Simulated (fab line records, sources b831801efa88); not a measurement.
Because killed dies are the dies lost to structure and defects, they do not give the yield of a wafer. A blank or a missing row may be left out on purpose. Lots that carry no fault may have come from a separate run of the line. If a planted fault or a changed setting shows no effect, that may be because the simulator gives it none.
Comparing a struck lot with a sound one ; flow sky130 ; 19 out of 708 route steps
Sound: these wafers, L252.1, L252.2, L252.5. The struck wafers were L260.1, L260.2, L260.4. Last of all comes the cause.
For every step that has rows: the tool of each side, followed by ch and its chambers, followed by its first start. Under that, the readings that differ: sound wafers ; struck wafers ; difference of the means ; sigmas: that difference in standard deviations of wafers without a fault.
alike: words and numbers the same on both sides, and readings whose means are apart by under 2 such deviations; not compared: readings that were withheld, readings missing a value for some wafer, numbers with overlapping values and no deviation given by the record, and bounds like >300 which may hide the same value.
The two part at a step that has a row with sigmas, a row that says differs or no value, or rows on one side only. Non-overlapping numbers with no deviation appear without sigmas and do not part them. A reading missing from all wafers of one side parts the sides only when that side holds two or more wafers.

first, 3 steps without rows for these wafers: SKY_VT_ADJUST_NCORE_EXPOSE_04 (exposes mask LVTN COMPLEMENT THIN, target cd 380 nm); SKY_VT_ADJUST_NCORE_PEB_05; SKY_VT_ADJUST_NCORE_DEVELOP_06 (develop time 60 s).
SKY_VT_ADJUST_NCORE_CD_MEAS_07: the cd target is 380 nm.
  struck on cd_sem-01, day 11 05:36; sound on cd_sem-02, day 9 01:32
  alike: cd_nm
SKY_VT_ADJUST_NCORE_OVL_MEAS_08:
  struck on overlay-02, day 11 05:43; sound on overlay-01, day 9 01:40
  alike: VT_ADJUST_NCORE_OVL
after that, 1 step had no rows for these wafers: SKY_VT_ADJUST_NCORE_IMPLANT_09.
SKY_VT_ADJUST_NCORE_STRIP_10: strips in O2/N2.
  sound on plasma_asher-02 ch 0,1, day 9 01:51; struck on plasma_asher-01 ch 0,1, day 11 05:54
  alike: drypump_motor_current_A, oes_product_au, strip_time_to_endpoint_s
  not compared: rf_hours_counter_h
SKY_VT_ADJUST_NCORE_TW_MEAS_11:
  struck on film_metro-01, day 11 06:00; sound on film_metro-02, day 9 01:57
reading;sound;struck;difference;sigmas
VT_ADJUST_NCORE_TW;215.4 215.1 217.8;219.2 219.1 221.3;+3.8;+3
then, 4 steps without rows for these wafers: SKY_VT_ADJUST_HVTR_DEHYDRATE_00 (time 60 s); SKY_VT_ADJUST_HVTR_HMDS_01 (prime time 60 s); SKY_VT_ADJUST_HVTR_COAT_02 (resist thk 1140 nm); SKY_VT_ADJUST_HVTR_SOFTBAKE_03 (time 60 s).
SKY_VT_ADJUST_HVTR_EXPOSE_04: exposes mask HVTRM, target cd 380 nm.
  sound on iline_stepper-02 ch 0, day 9 13:46; struck on iline_stepper-02 ch 0, day 11 17:55
reading;sound;struck;difference;sigmas
model.VT_ADJUST_HVTR.overlay_x_nm (nm);-0.2125 -0.2125 -0.2125;-92.52 -92.52 -92.52;-92.31;
  alike: mask
then, 2 steps without rows for these wafers: SKY_VT_ADJUST_HVTR_PEB_05; SKY_VT_ADJUST_HVTR_DEVELOP_06 (develop time 60 s).
SKY_VT_ADJUST_HVTR_CD_MEAS_07: the cd target is 380 nm.
  struck on cd_sem-02, day 12 04:24; sound on cd_sem-02, day 9 23:59
  alike: cd_nm
SKY_VT_ADJUST_HVTR_OVL_MEAS_08:
  struck on overlay-01, day 12 04:31; sound on overlay-01, day 10 00:07
reading;sound;struck;difference;sigmas
VT_ADJUST_HVTR_OVL (nm);0.5 2.5 0.5;-91.1 -92.3 -92.3;-93.1;-62
after that, 1 step had no rows for these wafers: SKY_VT_ADJUST_HVTR_IMPLANT_09.
-- record jumps: 36 days separate the struck wafers' starts on either side; left off in module VT_ADJUST_HVTR, taken up again in module PAD_OPEN, whose first shown step is the route's number 708 --
SKY_PAD_OPEN_PROBE_99:
  struck on prober-01, day 48 07:33; sound on prober-01, day 46 09:52
reading;sound;struck;difference;sigmas
model.etest.pfet_01v8_mvt.vt_sat_v (V);-0.5565 -0.562 -0.5619;-0.628 -0.6267 -0.6138;-0.063;
model.etest.pfet_01v8_mvt.vt_v (V);-0.6446 -0.6492 -0.6422;-0.7079 -0.7068 -0.6982;-0.0590;
  alike: killed_at_M0_to_M3, killed_at_M4_up, killed_at_contacts, killed_at_front_end, killed_at_other, killed_dies, killed_open, killed_short

WHERE THEY PART
At SKY_VT_ADJUST_NCORE_TW_MEAS_11 first; at SKY_VT_ADJUST_HVTR_OVL_MEAS_08 last (within this record only). Later steps at which nothing parts them and some readings are alike: SKY_PAD_OPEN_PROBE_99.

WHY: the cause the simulator had injected
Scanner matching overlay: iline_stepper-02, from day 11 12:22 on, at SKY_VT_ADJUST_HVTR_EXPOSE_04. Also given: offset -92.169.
